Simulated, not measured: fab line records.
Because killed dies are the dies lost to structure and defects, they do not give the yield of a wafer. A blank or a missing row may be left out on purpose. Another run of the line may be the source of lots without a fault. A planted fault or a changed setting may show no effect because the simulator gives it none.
Which tool did it?	flow gf180mcu	Sampling: 14 lots, 42 wafers, 4 of 602 route steps

WHAT EACH GAUGE READ, for each wafer
GF_V1_CD_MEAS_14: the cd target is 260 nm.
lot	measured	on	cd nm (nm)
L275	day 18 04:56	cd sem-02	257.1 258.6 257.4
L276	day 18 22:26	cd sem-01	261.0 261.5 261.9
L277	day 18 23:08	cd sem-02	260.0 261.8 259.9
L280	day 20 05:32	cd sem-02	260.7 259.7 261.4
L288	day 22 22:22	cd sem-01	258.3 258.0 256.9
L291	day 23 15:34	cd sem-01	260.7 259.7 261.0
L292	day 23 23:08	cd sem-01	258.6 258.0 258.6
L294	day 24 16:07	cd sem-01	260.9 259.6 259.5
L295	day 25 00:31	cd sem-01	261.2 261.0 260.7
L296	day 25 07:28	cd sem-01	260.7 259.8 260.0
L297	day 25 15:13	cd sem-02	259.2 259.4 259.8
L298	day 26 03:16	cd sem-01	261.9 260.4 260.5

TOOL THAT RAN EACH LOT (tool first, then ch and the chambers of the sampled wafers, then the start)
lot	GF_VT_IMPLANT_EXPOSE_04	GF_CONTACT_CMP_04	GF_CONTACT_SPUTTER_22
L275	iline stepper-01 ch 0, day 5 10:11	cmp-02 ch 0,1,2, day 15 06:11	pvd sputter-02, day 16 04:59
L276	iline stepper-02 ch 0, day 5 15:14	cmp-01 ch 0,2,3, day 15 22:53	pvd sputter-03, day 16 21:47
L277	iline stepper-02 ch 0, day 5 20:11	cmp-02 ch 1,2,3, day 15 23:16	pvd sputter-03, day 16 22:08
L280	iline stepper-02 ch 0, day 6 11:37	cmp-01 ch 0,3, day 17 02:50	pvd sputter-04, day 18 02:53
L286	iline stepper-01, day 8 05:37	-	-
L287	iline stepper-01, day 8 07:01	-	-
L288	iline stepper-02 ch 0, day 8 14:39	cmp-02 ch 0,2,3, day 19 22:13	pvd sputter-03, day 20 22:20
L291	iline stepper-02 ch 0, day 9 09:14	cmp-01 ch 2,3, day 20 15:56	pvd sputter-03, day 21 16:29
L292	iline stepper-01 ch 0, day 9 12:58	cmp-02 ch 1,2,3, day 20 23:47	pvd sputter-04, day 21 23:50
L294	iline stepper-02 ch 0, day 10 03:07	cmp-02 ch 0,1, day 21 17:20	pvd sputter-03, day 22 17:11
L295	iline stepper-01 ch 0, day 10 07:45	cmp-01 ch 0,1,3, day 22 02:33	pvd sputter-04, day 23 02:03
L296	iline stepper-02 ch 0, day 10 14:29	cmp-02 ch 1,2,3, day 22 09:00	pvd sputter-03, day 23 08:59
L297	iline stepper-01 ch 0, day 10 18:38	cmp-01 ch 0,1,3, day 22 18:25	pvd sputter-03, day 23 17:53
L298	iline stepper-02 ch 0, day 11 03:09	cmp-02 ch 1,2,3, day 23 06:34	pvd sputter-04, day 24 05:41
- GF_VT_IMPLANT_EXPOSE_04: exposes mask LVPWELL LV AREA, target cd 600 nm.
- GF_CONTACT_CMP_04: polishes SiO2.
- GF_CONTACT_SPUTTER_22: material Ti, target thk 15 nm, time 80.02 s.

WHAT THE TOOLS THEMSELVES READ (means of the sampled wafers that have a number; where no wafer has one, the mark that the record gives instead)
GF_VT_IMPLANT_EXPOSE_04.
lot	tool	exposure dose mJ cm2	focus offset nm (nm)
L275	iline stepper-01	139.91	0.4
L276	iline stepper-02	140.03	0.3
L277	iline stepper-02	140.00	0.1
L280	iline stepper-02	139.91	-0.0
L286	iline stepper-01	-	-
L287	iline stepper-01	-	-
L288	iline stepper-02	140.04	-0.2
L291	iline stepper-02	140.08	-0.4
L292	iline stepper-01	140.02	0.6
L294	iline stepper-02	140.06	-0.3
L295	iline stepper-01	140.13	-0.2
L296	iline stepper-02	139.92	0.0
L297	iline stepper-01	140.14	-0.1
L298	iline stepper-02	139.89	0.4

GF_CONTACT_CMP_04.
lot	tool	motor current A (A)	retaining ring pressure frac	time to endpoint s (s)
L275	cmp-02	12.2	0.998	113
L276	cmp-01	12.4	0.996	106
L277	cmp-02	12.6	1.000	110
L280	cmp-01	12.2	1.003	99
L288	cmp-02	12.1	0.998	113
L291	cmp-01	12.1	0.998	103
L292	cmp-02	12.6	0.996	104
L294	cmp-02	12.4	0.994	108
L295	cmp-01	12.5	1.001	105
L296	cmp-02	12.6	0.993	112
L297	cmp-01	12.3	1.002	107
L298	cmp-02	12.4	1.001	114

GF_CONTACT_SPUTTER_22.
lot	tool	throttle valve pct (%)
L275	pvd sputter-02	29.1
L276	pvd sputter-03	29.4
L277	pvd sputter-03	30.2
L280	pvd sputter-04	30.7
L288	pvd sputter-03	29.5
L291	pvd sputter-03	29.3
L292	pvd sputter-04	30.3
L294	pvd sputter-03	30.1
L295	pvd sputter-04	30.0
L296	pvd sputter-03	29.0
L297	pvd sputter-03	29.2
L298	pvd sputter-04	30.8

THE ANSWER, worked out from the rows above alone
Rule: usual is defined by the lots themselves. The widest of any qualifying gaps counts: lots, ordered by their means at a reading, are off when they make up no more than a third of the lots, leave a main group of 4 or more, and stand apart from it by 3 or more times the standard deviation of that group's means. The tables above print the reading to a certain number of digits; a main group whose means all agree to those digits is not used. Also off: a lot with no number at a reading for which 4 or more lots have one. Any other lot the step has rows for is counted as sound. The gauges are gone through in route order, then the tools' own readings, and for those a lot's mean is taken as printed above. At the first step where some lot is off, the reading lying furthest off is the one used; lots without a number count as furthest.
Off, at GF_VT_IMPLANT_EXPOSE_04 on exposure dose mJ cm2: L286, L287. Without a number there: L286, L287. The main group has a mean of 140.01 with a standard deviation of 0.083.
A tool fits if, at that step or a process step before it, it ran every lot that is off, and no sound lot after the first of them. None of those tried fits.

WHAT HAD BEEN PUT IN BY THE SIMULATOR
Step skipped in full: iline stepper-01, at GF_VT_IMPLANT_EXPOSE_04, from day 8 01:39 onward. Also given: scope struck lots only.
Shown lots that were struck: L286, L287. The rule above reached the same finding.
